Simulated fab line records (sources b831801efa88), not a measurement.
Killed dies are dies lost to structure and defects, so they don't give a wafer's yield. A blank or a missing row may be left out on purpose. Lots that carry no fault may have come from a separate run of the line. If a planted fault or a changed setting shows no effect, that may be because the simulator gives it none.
fab line records / flow sky130
record: lots: 5 wafers: 15 lastDay: 50
route steps=708 shown LDD_N@253 LDD_P@255 LDD_HVN@267
lots that met no fault: taken from a fault-free run of the same line
startH: the number of hours between the record's first day and the start of the first shown wafer of the lot / waitH: how many hours have passed since the lot's step before this one / " the same as in the row above / L1.1+2: a row that stands for several wafers / - no value present, or no start provided / * or withheld: withheld / < > ~ a bound
route shown NAME@n: a module of which the file shows steps, and the number in the route of the first / usual: average and standard deviation across the fault-free wafers / same: alike in all rows / chamber/n: place in a boat / sites: readings site by site / _std_site: the standard deviation of these / _edge_site: mean of outer sites minus mean of inner sites / radiusMm: for every site, how far away it sits from the centre of the wafer / mask NAME#n: copy n / behind: tool/chamber where the wafer was last shaped / hold: why the lot went on hold/how many hours it stayed there/how the hold came to an end / device: which transistor (n, p or np) failed to switch / end of line: the route-end tests of the same wafers / a step with no rows: only its recipe / killed: count of dies lost to structure and defects at first sort (not the wafer's yield) / map: the dies of a wafer, with x for killed, . for not killed, _ for no die there
set.NAME: the run value of the setting; set.NAME@STEP: its run value at that earlier step / model.NAME: the simulator's own value behind a step, which no gauge read
lots at some steps of the route; a table a step, a row a wafer
services: from which hour (startH, from the record's first day; less than 0 if before it) a tool's chamber was out of use, for how many hours, and why
== steps ==
step: SKY_LDD_N_STRIP_16
recipe: chemistry: O2/N2 powerW: 1400 pressureMtorr: 1500 platenTempC: withheld o2FlowSccm: 3000 n2FlowSccm: 300 overashFraction: 0.5
usual: drypumpMotorCurrentA: 5.79/0.26 oesProductAu: 0.407/0.0047 stripTimeToEndpointS: 4.319/0.014
lot.wafer=L184.2 tool=plasmaAsher-02 chamber=1 startH=430.52 waitH=0.1 drypumpMotorCurrentA=5.30 oesProductAu=0.403 rfHoursCounterH=77 stripTimeToEndpointS=4.307
lot.wafer=L184.3 tool=plasmaAsher-02 chamber=1 startH=430.52 waitH=0.1 drypumpMotorCurrentA=5.27 oesProductAu=0.420 rfHoursCounterH=- stripTimeToEndpointS=4.319
lot.wafer=L184.4 tool=plasmaAsher-02 chamber=0 startH=430.52 waitH=0.1 drypumpMotorCurrentA=5.77 oesProductAu=0.407 rfHoursCounterH=- stripTimeToEndpointS=4.318
lot.wafer=L187.1 tool=plasmaAsher-02 chamber=0 startH=458.22 waitH=0.1 drypumpMotorCurrentA=5.75 oesProductAu=0.393 rfHoursCounterH=79 stripTimeToEndpointS=4.317
lot.wafer=L187.2 tool=plasmaAsher-02 chamber=1 startH=458.22 waitH=0.1 drypumpMotorCurrentA=5.30 oesProductAu=0.411 rfHoursCounterH=79 stripTimeToEndpointS=4.307
lot.wafer=L187.4 tool=plasmaAsher-02 chamber=1 startH=458.22 waitH=0.1 drypumpMotorCurrentA=5.31 oesProductAu=0.409 rfHoursCounterH=- stripTimeToEndpointS=4.329
lot.wafer=L199.3 tool=plasmaAsher-03 chamber=1 startH=553.39 waitH=0.1 drypumpMotorCurrentA=6.22 oesProductAu=0.405 rfHoursCounterH=- stripTimeToEndpointS=4.317
lot.wafer=L199.4 tool=plasmaAsher-03 chamber=0 startH=553.39 waitH=0.1 drypumpMotorCurrentA=5.97 oesProductAu=0.408 rfHoursCounterH=- stripTimeToEndpointS=4.358
lot.wafer=L199.5 tool=plasmaAsher-03 chamber=1 startH=553.39 waitH=0.1 drypumpMotorCurrentA=6.20 oesProductAu=0.406 rfHoursCounterH=- stripTimeToEndpointS=4.324
lot.wafer=L200.3 tool=plasmaAsher-04 chamber=1 startH=575.21 waitH=0.1 drypumpMotorCurrentA=5.82 oesProductAu=0.408 rfHoursCounterH=- stripTimeToEndpointS=4.302
lot.wafer=L200.4 tool=plasmaAsher-04 chamber=0 startH=575.21 waitH=0.1 drypumpMotorCurrentA=5.67 oesProductAu=0.401 rfHoursCounterH=- stripTimeToEndpointS=4.319
lot.wafer=L200.5 tool=plasmaAsher-04 chamber=1 startH=575.21 waitH=0.1 drypumpMotorCurrentA=5.86 oesProductAu=0.404 rfHoursCounterH=- stripTimeToEndpointS=4.297
lot.wafer=L204.2 tool=plasmaAsher-04 chamber=0 startH=602.36 waitH=0.1 drypumpMotorCurrentA=5.71 oesProductAu=0.408 rfHoursCounterH=47 stripTimeToEndpointS=4.316
lot.wafer=L204.4 tool=plasmaAsher-04 chamber=1 startH=602.36 waitH=0.1 drypumpMotorCurrentA=5.85 oesProductAu=0.403 rfHoursCounterH=- stripTimeToEndpointS=4.319
lot.wafer=L204.6 tool=plasmaAsher-04 chamber=0 startH=602.36 waitH=0.1 drypumpMotorCurrentA=5.72 oesProductAu=0.408 rfHoursCounterH=- stripTimeToEndpointS=4.305
step: SKY_LDD_N_TW_MEAS_17
usual: LDD_N_TW: 2578/12
lot.wafer=L184.2 tool=filmMetro-04 chamber=- startH=430.63 waitH=0.1 LDD_N_TW=2579
lot.wafer=L184.3 tool=filmMetro-04 chamber=- startH=430.63 waitH=0.1 LDD_N_TW=2572
lot.wafer=L184.4 tool=filmMetro-04 chamber=- startH=430.63 waitH=0.1 LDD_N_TW=2563
lot.wafer=L187.1 tool=filmMetro-02 chamber=- startH=458.32 waitH=0.1 LDD_N_TW=2587
lot.wafer=L187.2 tool=filmMetro-02 chamber=- startH=458.32 waitH=0.1 LDD_N_TW=2589
lot.wafer=L187.4 tool=filmMetro-02 chamber=- startH=458.32 waitH=0.1 LDD_N_TW=2602
lot.wafer=L199.3 tool=filmMetro-04 chamber=- startH=553.48 waitH=0.1 LDD_N_TW=2570
lot.wafer=L199.4 tool=filmMetro-04 chamber=- startH=553.48 waitH=0.1 LDD_N_TW=2575
lot.wafer=L199.5 tool=filmMetro-04 chamber=- startH=553.48 waitH=0.1 LDD_N_TW=2574
lot.wafer=L200.3 tool=filmMetro-02 chamber=- startH=575.29 waitH=0.1 LDD_N_TW=2569
lot.wafer=L200.4 tool=filmMetro-02 chamber=- startH=575.29 waitH=0.1 LDD_N_TW=2572
lot.wafer=L200.5 tool=filmMetro-02 chamber=- startH=575.29 waitH=0.1 LDD_N_TW=2587
lot.wafer=L204.2 tool=filmMetro-04 chamber=- startH=602.47 waitH=0.1 LDD_N_TW=2588
lot.wafer=L204.4 tool=filmMetro-04 chamber=- startH=602.47 waitH=0.1 LDD_N_TW=2578
lot.wafer=L204.6 tool=filmMetro-04 chamber=- startH=602.47 waitH=0.1 LDD_N_TW=2595
step: SKY_LDD_P_DEHYDRATE_00
recipe: tempC: 200 timeS: 60
step: SKY_LDD_P_HMDS_01
recipe: primeTimeS: 60 primeTempC: 120
step: SKY_LDD_P_COAT_02
recipe: resist: NOVOLAK spinRpm: 3000 resistThkNm: 1140
step: SKY_LDD_P_SOFTBAKE_03
recipe: tempC: 90 timeS: 60 resist: NOVOLAK
step: SKY_LDD_P_EXPOSE_04
recipe: maskId: PSDM na: 0.6 sourceShape: conventional sigmaOuter: 0.6 polarization: unpolarized targetCdNm: 380 doseMj: 138
step: SKY_LDD_P_PEB_05
recipe: tempC: withheld timeS: * resist: NOVOLAK
step: SKY_LDD_P_DEVELOP_06
recipe: resist: NOVOLAK developer: TMAH developTimeS: 60 devTempC: 23
step: SKY_LDD_P_CD_MEAS_07
recipe: targetCdNm: 380
usual: cdNm: 379/3.1
lot.wafer=L184.2 tool=cdSem-01 chamber=- startH=460.71 waitH=0.1 cdNm=383
lot.wafer=L184.3 tool=cdSem-01 chamber=- startH=460.71 waitH=0.1 cdNm=381
lot.wafer=L184.4 tool=cdSem-01 chamber=- startH=460.71 waitH=0.1 cdNm=377
lot.wafer=L187.1 tool=cdSem-01 chamber=- startH=488.59 waitH=0.1 cdNm=381
lot.wafer=L187.2 tool=cdSem-01 chamber=- startH=488.59 waitH=0.1 cdNm=383
lot.wafer=L187.4 tool=cdSem-01 chamber=- startH=488.59 waitH=0.1 cdNm=381
lot.wafer=L199.3 tool=cdSem-01 chamber=- startH=582.78 waitH=0.1 cdNm=384
lot.wafer=L199.4 tool=cdSem-01 chamber=- startH=582.78 waitH=0.1 cdNm=384
lot.wafer=L199.5 tool=cdSem-01 chamber=- startH=582.78 waitH=0.1 cdNm=383
lot.wafer=L200.3 tool=cdSem-01 chamber=- startH=604.51 waitH=0.1 cdNm=378
lot.wafer=L200.4 tool=cdSem-01 chamber=- startH=604.51 waitH=0.1 cdNm=377
lot.wafer=L200.5 tool=cdSem-01 chamber=- startH=604.51 waitH=0.1 cdNm=377
lot.wafer=L204.2 tool=cdSem-02 chamber=- startH=631.11 waitH=0.1 cdNm=380
lot.wafer=L204.4 tool=cdSem-02 chamber=- startH=631.11 waitH=0.1 cdNm=380
lot.wafer=L204.6 tool=cdSem-02 chamber=- startH=631.11 waitH=0.1 cdNm=380
step: SKY_LDD_P_OVL_MEAS_08
usual: LDD_P_OVL: 0.3/1.5
lot.wafer=L184.2 tool=overlay-02 chamber=- startH=460.81 waitH=0.1 LDD_P_OVL[nm]=-1.2
lot.wafer=L184.3 tool=overlay-02 chamber=- startH=460.81 waitH=0.1 LDD_P_OVL[nm]=-1.5
lot.wafer=L184.4 tool=overlay-02 chamber=- startH=460.81 waitH=0.1 LDD_P_OVL[nm]=-2.5
lot.wafer=L187.1 tool=overlay-01 chamber=- startH=488.71 waitH=0.1 LDD_P_OVL[nm]=1.4
lot.wafer=L187.2 tool=overlay-01 chamber=- startH=488.71 waitH=0.1 LDD_P_OVL[nm]=2.2
lot.wafer=L187.4 tool=overlay-01 chamber=- startH=488.71 waitH=0.1 LDD_P_OVL[nm]=0.8
lot.wafer=L199.3 tool=overlay-01 chamber=- startH=582.87 waitH=0.1 LDD_P_OVL[nm]=2.7
lot.wafer=L199.4 tool=overlay-01 chamber=- startH=582.87 waitH=0.1 LDD_P_OVL[nm]=1.4
lot.wafer=L199.5 tool=overlay-01 chamber=- startH=582.87 waitH=0.1 LDD_P_OVL[nm]=0.8
lot.wafer=L200.3 tool=overlay-01 chamber=- startH=604.60 waitH=0.1 LDD_P_OVL[nm]=1.1
lot.wafer=L200.4 tool=overlay-01 chamber=- startH=604.60 waitH=0.1 LDD_P_OVL[nm]=-0.9
lot.wafer=L200.5 tool=overlay-01 chamber=- startH=604.60 waitH=0.1 LDD_P_OVL[nm]=1.5
lot.wafer=L204.2 tool=overlay-01 chamber=- startH=631.21 waitH=0.1 LDD_P_OVL[nm]=-0.5
lot.wafer=L204.4 tool=overlay-01 chamber=- startH=631.21 waitH=0.1 LDD_P_OVL[nm]=-0.8
lot.wafer=L204.6 tool=overlay-01 chamber=- startH=631.21 waitH=0.1 LDD_P_OVL[nm]=1.1
step: SKY_LDD_P_IMPLANT_09
recipe: species: BF2 energyKev: 25 doseCm2: 1e+13 tiltDeg: withheld
step: SKY_LDD_P_STRIP_10
recipe: chemistry: O2/N2 powerW: 1400 pressureMtorr: 1500 platenTempC: withheld o2FlowSccm: 3000 n2FlowSccm: 300 overashFraction: 0.5
usual: drypumpMotorCurrentA: 5.91/0.27 oesProductAu: 0.716/0.0043 stripTimeToEndpointS: 14.18/0.042
lot.wafer=L184.2 tool=plasmaAsher-01 chamber=0 startH=460.99 waitH=0.1 drypumpMotorCurrentA=5.39 oesProductAu=0.719 rfHoursCounterH=3 stripTimeToEndpointS=14.22 model.NOVOLAK_of_LDD_P_COAT_02.thkNm=0
lot.wafer=L184.3 tool=plasmaAsher-01 chamber=1 startH=460.99 waitH=0.1 drypumpMotorCurrentA=5.99 oesProductAu=0.715 rfHoursCounterH=- stripTimeToEndpointS=14.21 model.NOVOLAK_of_LDD_P_COAT_02.thkNm=0
lot.wafer=L184.4 tool=plasmaAsher-01 chamber=0 startH=460.99 waitH=0.1 drypumpMotorCurrentA=5.42 oesProductAu=0.715 rfHoursCounterH=- stripTimeToEndpointS=14.22 model.NOVOLAK_of_LDD_P_COAT_02.thkNm=0
lot.wafer=L187.1 tool=plasmaAsher-03 chamber=1 startH=488.89 waitH=0.1 drypumpMotorCurrentA=6.22 oesProductAu=0.945 rfHoursCounterH=67 stripTimeToEndpointS=- model.NOVOLAK_of_LDD_P_COAT_02.thkNm=326.9
lot.wafer=L187.2 tool=plasmaAsher-03 chamber=0 startH=488.89 waitH=0.1 drypumpMotorCurrentA=5.96 oesProductAu=0.948 rfHoursCounterH=67 stripTimeToEndpointS=- model.NOVOLAK_of_LDD_P_COAT_02.thkNm=327.3
lot.wafer=L187.4 tool=plasmaAsher-03 chamber=0 startH=488.89 waitH=0.1 drypumpMotorCurrentA=5.99 oesProductAu=0.939 rfHoursCounterH=- stripTimeToEndpointS=- model.NOVOLAK_of_LDD_P_COAT_02.thkNm=328.3
lot.wafer=L199.3 tool=plasmaAsher-04 chamber=0 startH=583.08 waitH=0.1 drypumpMotorCurrentA=5.67 oesProductAu=0.716 rfHoursCounterH=- stripTimeToEndpointS=14.15 model.NOVOLAK_of_LDD_P_COAT_02.thkNm=0
lot.wafer=L199.4 tool=plasmaAsher-04 chamber=1 startH=583.08 waitH=0.1 drypumpMotorCurrentA=5.83 oesProductAu=0.719 rfHoursCounterH=- stripTimeToEndpointS=14.20 model.NOVOLAK_of_LDD_P_COAT_02.thkNm=0
lot.wafer=L199.5 tool=plasmaAsher-04 chamber=0 startH=583.08 waitH=0.1 drypumpMotorCurrentA=5.66 oesProductAu=0.724 rfHoursCounterH=- stripTimeToEndpointS=14.20 model.NOVOLAK_of_LDD_P_COAT_02.thkNm=0
lot.wafer=L200.3 tool=plasmaAsher-03 chamber=1 startH=604.81 waitH=0.1 drypumpMotorCurrentA=6.19 oesProductAu=0.720 rfHoursCounterH=- stripTimeToEndpointS=14.14 model.NOVOLAK_of_LDD_P_COAT_02.thkNm=0
lot.wafer=L200.4 tool=plasmaAsher-03 chamber=0 startH=604.81 waitH=0.1 drypumpMotorCurrentA=5.97 oesProductAu=0.708 rfHoursCounterH=- stripTimeToEndpointS=14.11 model.NOVOLAK_of_LDD_P_COAT_02.thkNm=0
lot.wafer=L200.5 tool=plasmaAsher-03 chamber=0 startH=604.81 waitH=0.1 drypumpMotorCurrentA=5.94 oesProductAu=0.712 rfHoursCounterH=- stripTimeToEndpointS=14.14 model.NOVOLAK_of_LDD_P_COAT_02.thkNm=0
lot.wafer=L204.2 tool=plasmaAsher-04 chamber=0 startH=631.39 waitH=0.1 drypumpMotorCurrentA=5.69 oesProductAu=0.722 rfHoursCounterH=50 stripTimeToEndpointS=14.15 model.NOVOLAK_of_LDD_P_COAT_02.thkNm=0
lot.wafer=L204.4 tool=plasmaAsher-04 chamber=0 startH=631.39 waitH=0.1 drypumpMotorCurrentA=5.70 oesProductAu=0.711 rfHoursCounterH=- stripTimeToEndpointS=14.25 model.NOVOLAK_of_LDD_P_COAT_02.thkNm=0
lot.wafer=L204.6 tool=plasmaAsher-04 chamber=1 startH=631.39 waitH=0.1 drypumpMotorCurrentA=5.85 oesProductAu=0.717 rfHoursCounterH=- stripTimeToEndpointS=14.17 model.NOVOLAK_of_LDD_P_COAT_02.thkNm=0
step: SKY_LDD_P_TW_MEAS_11
usual: LDD_P_TW: 635/3.6
lot.wafer=L184.2 tool=filmMetro-04 chamber=- startH=461.10 waitH=0.1 LDD_P_TW=633
lot.wafer=L184.3 tool=filmMetro-04 chamber=- startH=461.10 waitH=0.1 LDD_P_TW=632
lot.wafer=L184.4 tool=filmMetro-04 chamber=- startH=461.10 waitH=0.1 LDD_P_TW=633
lot.wafer=L187.1 tool=filmMetro-04 chamber=- startH=488.99 waitH=0.1 LDD_P_TW=635
lot.wafer=L187.2 tool=filmMetro-04 chamber=- startH=488.99 waitH=0.1 LDD_P_TW=634
lot.wafer=L187.4 tool=filmMetro-04 chamber=- startH=488.99 waitH=0.1 LDD_P_TW=637
lot.wafer=L199.3 tool=filmMetro-03 chamber=- startH=583.16 waitH=0.1 LDD_P_TW=639
lot.wafer=L199.4 tool=filmMetro-03 chamber=- startH=583.16 waitH=0.1 LDD_P_TW=639
lot.wafer=L199.5 tool=filmMetro-03 chamber=- startH=583.16 waitH=0.1 LDD_P_TW=640
lot.wafer=L200.3 tool=filmMetro-04 chamber=- startH=604.90 waitH=0.1 LDD_P_TW=634
lot.wafer=L200.4 tool=filmMetro-04 chamber=- startH=604.90 waitH=0.1 LDD_P_TW=635
lot.wafer=L200.5 tool=filmMetro-04 chamber=- startH=604.90 waitH=0.1 LDD_P_TW=636
lot.wafer=L204.2 tool=filmMetro-04 chamber=- startH=631.50 waitH=0.1 LDD_P_TW=630
lot.wafer=L204.4 tool=filmMetro-04 chamber=- startH=631.50 waitH=0.1 LDD_P_TW=633
lot.wafer=L204.6 tool=filmMetro-04 chamber=- startH=631.50 waitH=0.1 LDD_P_TW=634
step: SKY_LDD_HVN_DEHYDRATE_00
recipe: tempC: 200 timeS: 60
step: SKY_LDD_HVN_HMDS_01
recipe: primeTimeS: 60 primeTempC: 120
step: SKY_LDD_HVN_COAT_02
recipe: resist: NOVOLAK spinRpm: 3000 resistThkNm: 300
step: SKY_LDD_HVN_SOFTBAKE_03
recipe: tempC: 90 timeS: 60 resist: NOVOLAK
step: SKY_LDD_HVN_EXPOSE_04
recipe: maskId: HVNTM na: 0.6 sourceShape: conventional sigmaOuter: 0.6 polarization: unpolarized targetCdNm: 700 doseMj: 127
step: SKY_LDD_HVN_PEB_05
recipe: tempC: withheld timeS: * resist: NOVOLAK
step: SKY_LDD_HVN_DEVELOP_06
recipe: resist: NOVOLAK developer: TMAH developTimeS: 60 devTempC: 23
step: SKY_LDD_HVN_OVL_MEAS_07
usual: LDD_HVN_OVL: 1.7/1.2
lot.wafer=L184.2 tool=overlay-01 chamber=- startH=491.89 waitH=0.1 LDD_HVN_OVL[nm]=1.5
lot.wafer=L184.3 tool=overlay-01 chamber=- startH=491.89 waitH=0.1 LDD_HVN_OVL[nm]=1.3
lot.wafer=L184.4 tool=overlay-01 chamber=- startH=491.89 waitH=0.1 LDD_HVN_OVL[nm]=-0.7
lot.wafer=L187.1 tool=overlay-01 chamber=- startH=520.29 waitH=0.1 LDD_HVN_OVL[nm]=3.7
lot.wafer=L187.2 tool=overlay-01 chamber=- startH=520.29 waitH=0.1 LDD_HVN_OVL[nm]=2.8
lot.wafer=L187.4 tool=overlay-01 chamber=- startH=520.29 waitH=0.1 LDD_HVN_OVL[nm]=3.2
lot.wafer=L199.3 tool=overlay-01 chamber=- startH=612.48 waitH=0.1 LDD_HVN_OVL[nm]=0.4
lot.wafer=L199.4 tool=overlay-01 chamber=- startH=612.48 waitH=0.1 LDD_HVN_OVL[nm]=3.3
lot.wafer=L199.5 tool=overlay-01 chamber=- startH=612.48 waitH=0.1 LDD_HVN_OVL[nm]=2.6
lot.wafer=L200.3 tool=overlay-02 chamber=- startH=633.03 waitH=0.1 LDD_HVN_OVL[nm]=0.9
lot.wafer=L200.4 tool=overlay-02 chamber=- startH=633.03 waitH=0.1 LDD_HVN_OVL[nm]=0.0
lot.wafer=L200.5 tool=overlay-02 chamber=- startH=633.03 waitH=0.1 LDD_HVN_OVL[nm]=-0.2
lot.wafer=L204.2 tool=overlay-01 chamber=- startH=660.28 waitH=0.1 LDD_HVN_OVL[nm]=2.5
lot.wafer=L204.4 tool=overlay-01 chamber=- startH=660.28 waitH=0.1 LDD_HVN_OVL[nm]=3.4
lot.wafer=L204.6 tool=overlay-01 chamber=- startH=660.28 waitH=0.1 LDD_HVN_OVL[nm]=3.6
step: SKY_LDD_HVN_IMPLANT_08
recipe: species: P energyKev: 60 doseCm2: 3e+13 tiltDeg: 40
step: SKY_LDD_HVN_STRIP_09
recipe: chemistry: O2/N2 powerW: 1400 pressureMtorr: 1500 platenTempC: withheld o2FlowSccm: 3000 n2FlowSccm: 300 overashFraction: 0.5
usual: drypumpMotorCurrentA: 5.7/0.32 oesProductAu: 0.408/0.0046 stripTimeToEndpointS: 4.141/0.013
lot.wafer=L184.2 tool=plasmaAsher-03 chamber=1 startH=492.07 waitH=0.1 drypumpMotorCurrentA=6.2 oesProductAu=0.408 rfHoursCounterH=67 stripTimeToEndpointS=4.150
lot.wafer=L184.3 tool=plasmaAsher-03 chamber=0 startH=492.07 waitH=0.1 drypumpMotorCurrentA=6.0 oesProductAu=0.412 rfHoursCounterH=- stripTimeToEndpointS=4.142
lot.wafer=L184.4 tool=plasmaAsher-03 chamber=1 startH=492.07 waitH=0.1 drypumpMotorCurrentA=6.2 oesProductAu=0.402 rfHoursCounterH=- stripTimeToEndpointS=4.151
lot.wafer=L187.1 tool=plasmaAsher-02 chamber=0 startH=520.47 waitH=0.1 drypumpMotorCurrentA=5.8 oesProductAu=0.623 rfHoursCounterH=86 stripTimeToEndpointS=9.399
lot.wafer=L187.2 tool=plasmaAsher-02 chamber=1 startH=520.47 waitH=0.1 drypumpMotorCurrentA=5.3 oesProductAu=0.635 rfHoursCounterH=86 stripTimeToEndpointS=9.381
lot.wafer=L187.4 tool=plasmaAsher-02 chamber=0 startH=520.47 waitH=0.1 drypumpMotorCurrentA=5.8 oesProductAu=0.624 rfHoursCounterH=- stripTimeToEndpointS=9.403
lot.wafer=L199.3 tool=plasmaAsher-01 chamber=0 startH=612.69 waitH=0.1 drypumpMotorCurrentA=5.4 oesProductAu=0.404 rfHoursCounterH=- stripTimeToEndpointS=4.140
lot.wafer=L199.4 tool=plasmaAsher-01 chamber=1 startH=612.69 waitH=0.1 drypumpMotorCurrentA=6.0 oesProductAu=0.407 rfHoursCounterH=- stripTimeToEndpointS=4.151
lot.wafer=L199.5 tool=plasmaAsher-01 chamber=0 startH=612.69 waitH=0.1 drypumpMotorCurrentA=5.4 oesProductAu=0.409 rfHoursCounterH=- stripTimeToEndpointS=4.158
lot.wafer=L200.3 tool=plasmaAsher-03 chamber=1 startH=633.24 waitH=0.1 drypumpMotorCurrentA=6.2 oesProductAu=0.412 rfHoursCounterH=- stripTimeToEndpointS=4.135
lot.wafer=L200.4 tool=plasmaAsher-03 chamber=0 startH=633.24 waitH=0.1 drypumpMotorCurrentA=6.0 oesProductAu=0.404 rfHoursCounterH=- stripTimeToEndpointS=4.136
lot.wafer=L200.5 tool=plasmaAsher-03 chamber=0 startH=633.24 waitH=0.1 drypumpMotorCurrentA=5.9 oesProductAu=0.413 rfHoursCounterH=- stripTimeToEndpointS=4.137
lot.wafer=L204.2 tool=plasmaAsher-02 chamber=0 startH=660.46 waitH=0.1 drypumpMotorCurrentA=5.8 oesProductAu=0.402 rfHoursCounterH=99 stripTimeToEndpointS=4.130
lot.wafer=L204.4 tool=plasmaAsher-02 chamber=0 startH=660.46 waitH=0.1 drypumpMotorCurrentA=5.8 oesProductAu=0.405 rfHoursCounterH=- stripTimeToEndpointS=4.134
lot.wafer=L204.6 tool=plasmaAsher-02 chamber=1 startH=660.46 waitH=0.1 drypumpMotorCurrentA=5.3 oesProductAu=0.410 rfHoursCounterH=- stripTimeToEndpointS=4.122
step: SKY_LDD_HVN_TW_MEAS_10
usual: LDD_HVN_TW: 1435/12
lot.wafer=L184.2 tool=filmMetro-03 chamber=- startH=492.18 waitH=0.1 hold=- LDD_HVN_TW=1458
lot.wafer=L184.3 tool=filmMetro-03 chamber=- startH=492.18 waitH=0.1 hold=- LDD_HVN_TW=1458
lot.wafer=L184.4 tool=filmMetro-03 chamber=- startH=492.18 waitH=0.1 hold=- LDD_HVN_TW=1452
lot.wafer=L187.1 tool=filmMetro-03 chamber=- startH=520.57 waitH=0.1 hold=awaitDispo/0.2h/release LDD_HVN_TW=30
lot.wafer=L187.2 tool=filmMetro-03 chamber=- startH=520.57 waitH=0.1 hold=awaitDispo/0.2h/release LDD_HVN_TW=30
lot.wafer=L187.4 tool=filmMetro-03 chamber=- startH=520.57 waitH=0.1 hold=awaitDispo/0.2h/release LDD_HVN_TW=30
lot.wafer=L187.1 tool=filmMetro-03 chamber=- startH=520.80 waitH=0.2 hold=- LDD_HVN_TW=30
lot.wafer=L187.2 tool=filmMetro-03 chamber=- startH=520.80 waitH=0.2 hold=- LDD_HVN_TW=30
lot.wafer=L187.4 tool=filmMetro-03 chamber=- startH=520.80 waitH=0.2 hold=- LDD_HVN_TW=30
lot.wafer=L199.3 tool=filmMetro-01 chamber=- startH=612.78 waitH=0.1 hold=- LDD_HVN_TW=1415
lot.wafer=L199.4 tool=filmMetro-01 chamber=- startH=612.78 waitH=0.1 hold=- LDD_HVN_TW=1426
lot.wafer=L199.5 tool=filmMetro-01 chamber=- startH=612.78 waitH=0.1 hold=- LDD_HVN_TW=1434
lot.wafer=L200.3 tool=filmMetro-01 chamber=- startH=633.33 waitH=0.1 hold=- LDD_HVN_TW=1423
lot.wafer=L200.4 tool=filmMetro-01 chamber=- startH=633.33 waitH=0.1 hold=- LDD_HVN_TW=1425
lot.wafer=L200.5 tool=filmMetro-01 chamber=- startH=633.33 waitH=0.1 hold=- LDD_HVN_TW=1425
lot.wafer=L204.2 tool=filmMetro-01 chamber=- startH=660.57 waitH=0.1 hold=- LDD_HVN_TW=1426
lot.wafer=L204.4 tool=filmMetro-01 chamber=- startH=660.57 waitH=0.1 hold=- LDD_HVN_TW=1421
lot.wafer=L204.6 tool=filmMetro-01 chamber=- startH=660.57 waitH=0.1 hold=- LDD_HVN_TW=1424
== services ==
tool=plasmaAsher-01 chamber=- startH=421.25 hours=9.0 kind=pm
tool=plasmaAsher-01 chamber=0 startH=421.25 hours=9.0 kind=ventCycle
tool=plasmaAsher-01 chamber=1 startH=421.25 hours=9.0 kind=ventCycle
tool=plasmaAsher-03 chamber=- startH=421.41 hours=2.8 kind=pm
tool=plasmaAsher-03 chamber=- startH=427.20 hours=1.9 kind=repair
tool=plasmaAsher-01 chamber=0 startH=430.25 hours=- kind=clean
tool=plasmaAsher-01 chamber=1 startH=430.25 hours=- kind=clean
tool=plasmaAsher-02 chamber=- startH=601.23 hours=1.3 kind=repair
tool=plasmaAsher-04 chamber=- startH=605.54 hours=0.7 kind=repair
tool=plasmaAsher-02 chamber=- startH=614.11 hours=12.1 kind=repair
tool=plasmaAsher-01 chamber=- startH=639.65 hours=0.9 kind=repair
tool=plasmaAsher-03 chamber=- startH=645.55 hours=0.4 kind=repair
tool=plasmaAsher-03 chamber=- startH=648.26 hours=14.6 kind=pm
tool=plasmaAsher-02 chamber=- startH=649.88 hours=2.8 kind=pm
== key ==
firstSign: step: SKY_LDD_P_STRIP_10 reading: oesProductAu direction: up sigmas: 53 usual: 0.716 struck: 0.944
effect: step: SKY_LDD_HVN_STRIP_09 reading: stripTimeToEndpointS direction: up sigmas: 99+ usual: * struck: *
effect: step: SKY_LDD_HVN_TW_MEAS_10 reading: visit direction: added
effect: step: SKY_LDD_HVN_TW_MEAS_10 reading: LDD_HVN_TW direction: down sigmas: 99+ usual: 1435 struck: 30
modelEffect: step: SKY_LDD_P_STRIP_10 value: NOVOLAK_of_LDD_P_COAT_02.thkNm without: 0 struck: 327.5
metAt SKY_LDD_P_STRIP_10
struckWafers L187.1,L187.2,L187.4
scrappedBehind SKY_LDD_HVN_TW_MEAS_10 L187.1,L187.2,L187.4
fault: kind: stripAborted tool: plasmaAsher-03 chamber: - onsetH: 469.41 steps: SKY_LDD_P_STRIP_10 offset: 0.5668 endH: 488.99
